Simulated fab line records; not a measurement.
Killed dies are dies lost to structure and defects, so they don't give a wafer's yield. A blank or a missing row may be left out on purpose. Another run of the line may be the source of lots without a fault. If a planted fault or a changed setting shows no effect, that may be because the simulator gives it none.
Check for tools in common	flow sky130	12 lots and 36 wafers in the sample

## WHAT PROMPTED THE OPENING
Of 12 lots, 2 have the reading VT_ADJUST_NCORE_TW flagged at SKY_VT_ADJUST_NCORE_TW_MEAS_11. No-fault wafers: 218.4, standard deviation 1.8.
Rule: flag the lot when none of its wafers has a number, or when each of its wafers that has one lies beyond 4 standard deviations from that mean. All remaining lots are regarded as sound.

lot	measured	on	VT_ADJUST_NCORE_TW, wafer by wafer	flag
L482	day 8 15:58	filmMetro-01	219.9 219.7 220.1	
L485	day 9 07:50	filmMetro-04	216.0 216.1 215.1	
L487	day 10 00:45	filmMetro-02	219.6 219.9 220.2	
L490	day 10 21:40	filmMetro-02	219.6 222.1 221.1	
L491	day 11 05:59	filmMetro-01	216.1 216.4 218.2	
L492	day 11 10:47	filmMetro-02	219.7 218.9 219.2	
L493	day 11 20:14	filmMetro-02	219.9 219.2 218.5	
L495	day 12 12:23	filmMetro-04	215.1 216.1 216.0	
L496	day 12 14:29	filmMetro-01	232.2 231.2 231.5	FLAGGED
L497	day 12 23:29	filmMetro-02	233.6 233.1 232.9	FLAGGED
L498	day 13 03:07	filmMetro-04	216.1 218.1 217.5	
L499	day 13 10:58	filmMetro-02	220.3 219.3 219.8	
The numbers of the flagged lots are 232.4 on average: +14.0 against the usual, or +8 standard deviations.

## WHICH TOOL RAN EACH LOT
The record holds 2 process steps before the reading, out of a route of 708 steps. Cell contents, in order: the tool; ch with the chambers the sampled wafers went through; the start.
lot	flag	SKY_DNWELL_STRIP_08	SKY_VT_ADJUST_NCORE_IMPLANT_09
L482		plasmaAsher-01 ch 0,1, day 3 07:23	implanter-04 ch 0, day 8 15:44
L485		plasmaAsher-01 ch 0,1, day 3 20:55	implanter-03 ch 0, day 9 07:36
L487		plasmaAsher-01 ch 0,1, day 4 07:35	implanter-02 ch 0, day 10 00:33
L490		plasmaAsher-04 ch 0,1, day 4 23:46	implanter-03 ch 0, day 10 21:25
L491		plasmaAsher-03 ch 0,1, day 5 07:21	implanter-04 ch 0, day 11 05:47
L492		plasmaAsher-04 ch 0,1, day 5 10:47	implanter-04 ch 0, day 11 10:32
L493		plasmaAsher-04 ch 0,1, day 5 17:19	implanter-03 ch 0, day 11 20:00
L495		plasmaAsher-04 ch 0,1, day 6 07:31	implanter-03 ch 0, day 12 12:08
L496	FLAGGED	plasmaAsher-04 ch 0,1, day 6 09:44	implanter-03 ch 0, day 12 14:14
L497	FLAGGED	plasmaAsher-03 ch 0,1, day 6 15:07	implanter-03 ch 0, day 12 23:14
L498		plasmaAsher-01 ch 0,1, day 6 17:17	implanter-04 ch 0, day 13 02:52
L499		plasmaAsher-04 ch 0,1, day 6 22:07	implanter-02 ch 0, day 13 10:44
What is done by these steps:
- SKY_DNWELL_STRIP_08: strips in O2/N2.
- SKY_VT_ADJUST_NCORE_IMPLANT_09
- SKY_VT_ADJUST_NCORE_TW_MEAS_11

## FLAGGED OVER TOTAL, TOOL BY TOOL (the gauges that took the reading come last)
step	tool	lots run	flagged	share of the flagged lots	sound lots run after its first flagged lot
SKY_DNWELL_STRIP_08	plasmaAsher-01	4	0	none	-
SKY_DNWELL_STRIP_08	plasmaAsher-03	2	1	some	0
SKY_DNWELL_STRIP_08	plasmaAsher-04	6	1	some	1 (L499)
SKY_VT_ADJUST_NCORE_IMPLANT_09	implanter-02	2	0	none	-
SKY_VT_ADJUST_NCORE_IMPLANT_09	implanter-03	6	2	all	0
SKY_VT_ADJUST_NCORE_IMPLANT_09	implanter-04	4	0	none	-
SKY_VT_ADJUST_NCORE_TW_MEAS_11	filmMetro-01	3	1	some	0
SKY_VT_ADJUST_NCORE_TW_MEAS_11	filmMetro-02	6	1	some	1 (L499)
SKY_VT_ADJUST_NCORE_TW_MEAS_11	filmMetro-04	3	0	none	-

## WHAT THE TABLE ALLOWS
All flagged lots share 1 row of the table, namely implanter-03 at SKY_VT_ADJUST_NCORE_IMPLANT_09.
- implanter-03 at SKY_VT_ADJUST_NCORE_IMPLANT_09: 2 of its 6 lots flagged. A fault beginning between L495 (day 12 12:08), its last sound lot, and L496 (day 12 14:14), its first flagged one, fits the data. Its own readings (beamOnS, faradayCurrentUA) fall more than 4 standard deviations out on all wafers of the flagged lots.
implanter-03 at SKY_VT_ADJUST_NCORE_IMPLANT_09 is the single tool remaining.

## WHAT THE SIMULATOR PUT IN
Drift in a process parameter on implanter-03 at SKY_VT_ADJUST_NCORE_IMPLANT_09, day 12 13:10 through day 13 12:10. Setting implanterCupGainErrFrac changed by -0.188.
Shown lots that were struck: L496, L497. The rule above reached the same finding.
